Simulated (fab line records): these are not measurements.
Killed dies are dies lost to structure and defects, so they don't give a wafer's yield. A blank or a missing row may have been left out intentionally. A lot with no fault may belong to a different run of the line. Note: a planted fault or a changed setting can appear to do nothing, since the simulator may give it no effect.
A struck lot beside a sound one -- flow sky130 -- 43 steps out of a route of 708
Sound: these wafers, L707.2, L707.5, L707.6. Struck: wafers L715.3, L715.5 (left out: L715.1, a lot-mate that was not struck); the cause follows at the end.
For every step that has rows: the tool of each side, followed by ch and its chambers, followed by its first start. Under that, the readings that differ: sound wafers -- struck wafers -- difference of the means -- sigmas: that difference in standard deviations of wafers without a fault.
alike: readings with means less than 2 such deviations apart, plus words and numbers identical on both sides. not compared: withheld readings, readings lacking a value on some wafer, bounds such as >300 that could conceal the same value, and numbers that have no deviation in the record and whose values overlap.
The two part at a step that has a row with sigmas, a row that says differs or no value, or rows on one side only. Numbers that have no deviation but don't overlap get no sigmas and don't part them. A reading that every wafer of one side lacks parts them only if that side has two wafers or more.

first, 3 steps without rows for these wafers: SKY_VIA4_STRIP_14 (strips in post etch residue remover, time 1200 s); SKY_VIA4_CLEAN_15 (cleans in IPA, time 180 s); SKY_VIA4_CLEAN_16 (cleans in O3/DIW).
SKY_VIA4_SPUTTER_17: material TiN, target thk 20 nm, time 80 s.
  sound: pvdSputter-02 at day 43 20:54; struck: pvdSputter-04 at day 46 07:33
  alike: throttleValvePct
SKY_VIA4_CVD_18: deposits W, target thk 505 nm, time 152.14 s.
  sound on cvdW-02 ch 0,1, day 43 20:58; struck on cvdW-01 ch 1, day 46 07:37
  alike: heaterPowerW
SKY_VIA4_RS_MEAS_19: measurement is done with a four-point probe.
  sound: filmMetro-01 at day 43 21:08; struck: filmMetro-04 at day 46 07:46
reading,sound,struck,difference,sigmas
VIA4_W_RS (ohm/sq),0.227 0.232 0.229,0.221 0.222,-0.008,-2
SKY_VIA4_THK_MEAS_20: measures by xrf.
  sound: filmMetro-01 at day 43 21:14; struck: filmMetro-04 at day 46 07:53
reading,sound,struck,difference,sigmas
VIA4_W_THK (nm),507 490 503,527 524,+26,+3
then, 1 step without rows for these wafers: SKY_VIA4_CMP_21 (polishes, stops on SiO2, t overpolish 25 s, target thk 0 nm).
SKY_METAL5_SPUTTER_00: material Ti, target thk 15 nm, time 10 s.
  sound: pvdSputter-03 at day 43 21:35; struck: pvdSputter-02 at day 46 08:44
  alike: throttleValvePct
then, 3 steps without rows for these wafers: SKY_METAL5_SPUTTER_01 (material TiN, target thk 20 nm, time 16.7 s); SKY_METAL5_SPUTTER_02 (material AlCu, target thk 1150 nm, time 61.2 s); SKY_METAL5_SPUTTER_03 (material Ti, target thk 5 nm, time 3.3 s).
SKY_METAL5_SPUTTER_04: material TiN, target thk 70 nm, time 58.3 s.
  sound: pvdSputter-03 at day 43 21:43; struck: pvdSputter-02 at day 46 08:51
  alike: throttleValvePct
SKY_METAL5_RS_MEAS_05: measurement is done with a four-point probe.
  sound: filmMetro-02 at day 43 21:47; struck: filmMetro-04 at day 46 08:54
  alike: METAL5_ALCU_RS
SKY_METAL5_THK_MEAS_06: measures by xrf.
  sound: filmMetro-02 at day 43 21:53; struck: filmMetro-04 at day 46 09:01
  alike: METAL5_ALCU_THK
then, 7 steps without rows for these wafers: SKY_METAL5_DEHYDRATE_07 (time 60 s); SKY_METAL5_HMDS_08 (prime time 60 s); SKY_METAL5_COAT_09 (resist thk 1800 nm); SKY_METAL5_SOFTBAKE_10 (time 60 s); SKY_METAL5_EXPOSE_11 (exposes mask MM5, target cd 1600 nm); SKY_METAL5_PEB_12; SKY_METAL5_DEVELOP_13 (develop time 60 s).
SKY_METAL5_DESCUM_14: chemistry O2, time 11 s.
  sound on rieMetal-02 ch 0,1, day 44 19:37; struck on rieMetal-03 ch 0,1, day 47 04:52
reading,sound,struck,difference,sigmas
oesProductAu (a.u.),1.002 0.997 1.007,0.979 0.974,-0.026,-2
  alike: chamberPressureMTorr, drypumpMotorCurrentA
  not compared: rfHoursCounterH
then, 6 steps without rows for these wafers: SKY_METAL5_METAL_ETCH_15 (etches the open film in Cl2/BCl3, stops on SiO2, target depth 1260 nm, time 252 s); SKY_METAL5_STRIP_16 (strips in O2/N2); SKY_METAL5_STRIP_17 (strips in post etch residue remover, time 1200 s); SKY_METAL5_CLEAN_18 (cleans in IPA, time 180 s); SKY_METAL5_CLEAN_19 (cleans in O3/DIW); SKY_PASSIVATION_CVD_00 (deposits SiO2, target thk 90 nm).
SKY_PASSIVATION_THK_MEAS_01:
  sound: filmMetro-04 at day 44 20:34; struck: filmMetro-04 at day 47 06:56
  alike: PASSIVATION_CVD_00_THK
then, 1 step without rows for these wafers: SKY_PASSIVATION_CVD_02 (deposits Si3N4, target thk 540 nm).
SKY_PASSIVATION_THK_MEAS_03:
  sound: filmMetro-04 at day 44 20:58; struck: filmMetro-01 at day 47 07:13
  alike: PASSIVATION_CVD_02_THK
then, 8 steps without rows for these wafers: SKY_PASSIVATION_DEHYDRATE_04 (time 60 s); SKY_PASSIVATION_HMDS_05 (prime time 60 s); SKY_PASSIVATION_COAT_06 (resist thk 3000 nm); SKY_PASSIVATION_SOFTBAKE_07; SKY_PASSIVATION_EXPOSE_08 (exposes mask NSM, target cd 3000 nm); SKY_PASSIVATION_PEB_09; SKY_PASSIVATION_DEVELOP_10 (develop time 60 s); SKY_PASSIVATION_ETCH_11 (etches the open film in CF4/O2, stops on AlCu, target depth 725 nm, time 161.1 s).
SKY_PASSIVATION_STRIP_12: strips in O2/N2.
  sound on plasmaAsher-01 ch 0,1, day 45 18:47; struck on plasmaAsher-03 ch 0,1, day 48 03:04
  alike: chamberPressureMTorr, drypumpMotorCurrentA, oesProductAu, stripTimeToEndpointS
  not compared: rfHoursCounterH
then, 1 step without rows for these wafers: SKY_PAD_OPEN_DEHYDRATE_00 (time 60 s).
SKY_PAD_OPEN_PROBE_99:
  sound: prober-01 at day 46 18:20; struck: prober-01 at day 48 23:56
reading,sound,struck,difference,sigmas
defectLimitedYield (%),81.9 80.3 85.6,71.7 68.9,-12.3,-6
killed_at_M4_up,4 6 4,63 66,+60,+35
killedDies,89 97 71,139 153,+60,+6
sort_bin_3_pad_short (%),1.6 0.4 1.4,2.6 3.7,+2.0,+5
sort_bin_5_function (%),9.1 11.4 7.7,18.9 18.7,+9.4,+6
sortNPass,403 395 421,353 339,-60,-6
sortYieldPct (%),81.9 80.3 85.6,71.7 68.9,-12.3,-6
model.etest.tester.sortNPass,403 395 421,353 339,-60,
model.etest.tester.sortYieldPct (%),81.91 80.28 85.57,71.75 68.9,-12.26,
model.etest.tester.sort_bin_5_pct (%),9.146 11.38 7.724,18.9 18.7,+9.4,
model.etest.tester.sort_bin_3_pct (%),1.626 0.4065 1.423,2.642 3.659,+1.999,
  alike: killed_at_M0_to_M3, killedAtContacts, killedAtFrontEnd, killedAtOther, killedOpen, killedShort, sort_bin_6_memory

== WHERE THEY PART ==
Earliest at SKY_VIA4_RS_MEAS_19; latest, in this record, at SKY_PAD_OPEN_PROBE_99.

WHY: whatever the simulator had introduced
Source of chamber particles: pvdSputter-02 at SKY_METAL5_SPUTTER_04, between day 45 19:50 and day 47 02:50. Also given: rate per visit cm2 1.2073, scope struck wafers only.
